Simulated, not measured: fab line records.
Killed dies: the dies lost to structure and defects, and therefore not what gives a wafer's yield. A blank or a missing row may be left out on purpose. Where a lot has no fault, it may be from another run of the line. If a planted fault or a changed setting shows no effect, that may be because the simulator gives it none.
Comparing a struck lot with a sound one | flow sky130 | 34 steps out of a route of 708
Sound: these wafers, L839.2, L839.3, L839.4. Wafers L832.3, L832.5, L832.6 were the ones struck. The cause is named last.
Order at every step that has rows: each side's tool, ch and its chambers, its first start. Under that, the readings that differ: sound wafers | struck wafers | difference of the means | sigmas: that difference in standard deviations of wafers without a fault.
alike: readings with means less than 2 such deviations apart, plus words and numbers identical on both sides. not compared: withheld readings, readings lacking a value on some wafer, bounds such as >300 that could conceal the same value, and numbers that have no deviation in the record and whose values overlap.
Wherever a step has rows on one side only, a row that says differs or no value, or a row with sigmas, the two part there. Numbers that don't overlap but have no deviation are shown without sigmas and don't part them. A reading missing from all wafers of one side parts the sides only when that side holds two or more wafers.

first, 8 steps without rows for these wafers: SKY_LOCAL_INTERCONNECT_ETCH_13 (etches BARC in N2/H2, stops on SiO2, time 45.9 s, target depth 60 nm); SKY_LOCAL_INTERCONNECT_METAL_ETCH_14 (etches TiN in Cl2/BCl3, stops on PSG, target depth 110 nm, time 31.4 s); SKY_LOCAL_INTERCONNECT_STRIP_15 (strips in O2/N2); SKY_LOCAL_INTERCONNECT_STRIP_16 (strips in post etch residue remover, time 1200 s); SKY_LOCAL_INTERCONNECT_CLEAN_17 (cleans in IPA, time 180 s); SKY_LOCAL_INTERCONNECT_CLEAN_18 (cleans in O3/DIW); SKY_CONTACT_CVD_00 (deposits Si3N4, target thk 75 nm); SKY_CONTACT_HDPCVD_02 (deposits SiO2, target thk 565 nm, time 94.2 s).
SKY_CONTACT_CMP_04: polishes SiO2.
  sound on cmp-02 ch 0,1,3, day 34 21:59; struck on cmp-01 ch 0,1,3, day 32 20:18
  reading                                     | sound             | struck          | difference | sigmas
  time to endpoint s (s)                      | 85 84 94          | 101 104 102     | +15        | +2
  model.SiO2_of_CONTACT_HDPCVD_02.thk nm (nm) | 340.1 341.9 342.5 | 411.7 419 414.8 | +73.7      |
  alike: motor current A
then, 9 steps without rows for these wafers: SKY_CONTACT_DEHYDRATE_06 (time 60 s); SKY_CONTACT_HMDS_07 (prime time 60 s); SKY_CONTACT_COAT_08 (resist thk 60 nm); SKY_CONTACT_COAT_09 (resist thk 450 nm); SKY_CONTACT_SOFTBAKE_10 (time 90 s); SKY_CONTACT_EXPOSE_11 (exposes mask CTM1, target cd 170 nm); SKY_CONTACT_PEB_12; SKY_CONTACT_DEVELOP_13 (develop time 60 s); SKY_CONTACT_ETCH_16 (etches BARC in N2/H2, stops on SiO2, time 45.9 s, target depth 60 nm).
SKY_CONTACT_ETCH_17: etches SiO2 in C4F8/O2/Ar, stops on Si3N4, target depth 340 nm.
  sound on rie diel-03 ch 1,2, day 36 01:14; struck on rie diel-03 ch 1,2,3, day 33 22:54
  reading                             | sound             | struck            | difference | sigmas
  oes product au (a.u.)               | 0.888 0.890 0.886 | 0.991 1.013 0.986 | +0.109     | +21
  model.etch.depth nm (nm)            | 340.1 341.9 342.5 | 411.5 419 404.9   | +70.3      |
  model.CONTACT.feature depth nm (nm) | 340.1 341.9 342.5 | 411.5 419 404.9   | +70.3      |
then, 13 steps without rows for these wafers: SKY_CONTACT_ETCH_18 (etches Si3N4 in CHF3/O2, stops on TiN, time 39 s, target depth 75 nm); SKY_CONTACT_STRIP_19 (strips in O2/N2); SKY_CONTACT_STRIP_20 (strips in post etch residue remover, time 1200 s); SKY_CONTACT_CLEAN_21 (cleans in IPA, time 180 s); SKY_CONTACT_CLEAN_22 (cleans in O3/DIW); SKY_CONTACT_SPUTTER_23 (material TiN, target thk 20 nm, time 80 s); SKY_CONTACT_CVD_24 (deposits W, target thk 340 nm, time 102.12 s); SKY_CONTACT_CMP_27 (polishes, stops on SiO2, t overpolish 15 s, target thk 0 nm); SKY_METAL1_SPUTTER_00 (material Ti, target thk 15 nm, time 10 s); SKY_METAL1_SPUTTER_01 (material TiN, target thk 20 nm, time 16.7 s); SKY_METAL1_SPUTTER_02 (material AlCu, target thk 250 nm, time 13.3 s); SKY_METAL1_SPUTTER_03 (material Ti, target thk 5 nm, time 3.3 s); SKY_METAL1_SPUTTER_04 (material TiN, target thk 70 nm, time 58.3 s).
SKY_METAL1_METAL_ETCH_19: etches the open film in Cl2/BCl3, stops on SiO2, target depth 360 nm, time 78 s.
  sound on rie metal-04 ch 0,1, day 37 05:13; struck on rie metal-04 ch 0,1, day 35 02:54
  reading                                     | sound             | struck            | difference | sigmas
  model.SiO2_of_CONTACT_HDPCVD_02.thk nm (nm) | 326.1 327.9 328.4 | 397.7 404.9 400.7 | +73.6      |
  alike: drypump motor current A, oes product au, throttle valve pct
  not compared: rf hours counter h
-- the record jumps here: 12 days lie between the struck wafers' starts before and after (it left off in module METAL1 and takes up again in module PAD_OPEN, whose first step shown is number 708 of the route) --
SKY_PAD_OPEN_PROBE_99:
  sound on prober-01, day 49 00:56; struck on prober-02, day 47 13:29
  reading                       | sound          | struck     | difference                    | sigmas
  killed at contacts            | 25 19 14       | 67 27 193  | +76                           | +15
  killed at front end           | 10 8 12        | 17 22 26   | +12                           | +3
  killed dies                   | 85 74 65       | 134 94 264 | +89                           | +10
  model.etest.mcon chain.rc ohm | 16.77 17 16.87 | - - -      | no value on the struck wafers |
  alike: killed_at_M0_to_M3, killed_at_M4_up, killed at other, killed open, killed short

WHERE THEY PART
Last at SKY_PAD_OPEN_PROBE_99 as far as this record goes, first at SKY_CONTACT_CMP_04.

WHY: the cause the simulator had injected
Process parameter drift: cmp-01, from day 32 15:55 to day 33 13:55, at SKY_CONTACT_CMP_04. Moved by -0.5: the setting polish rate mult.
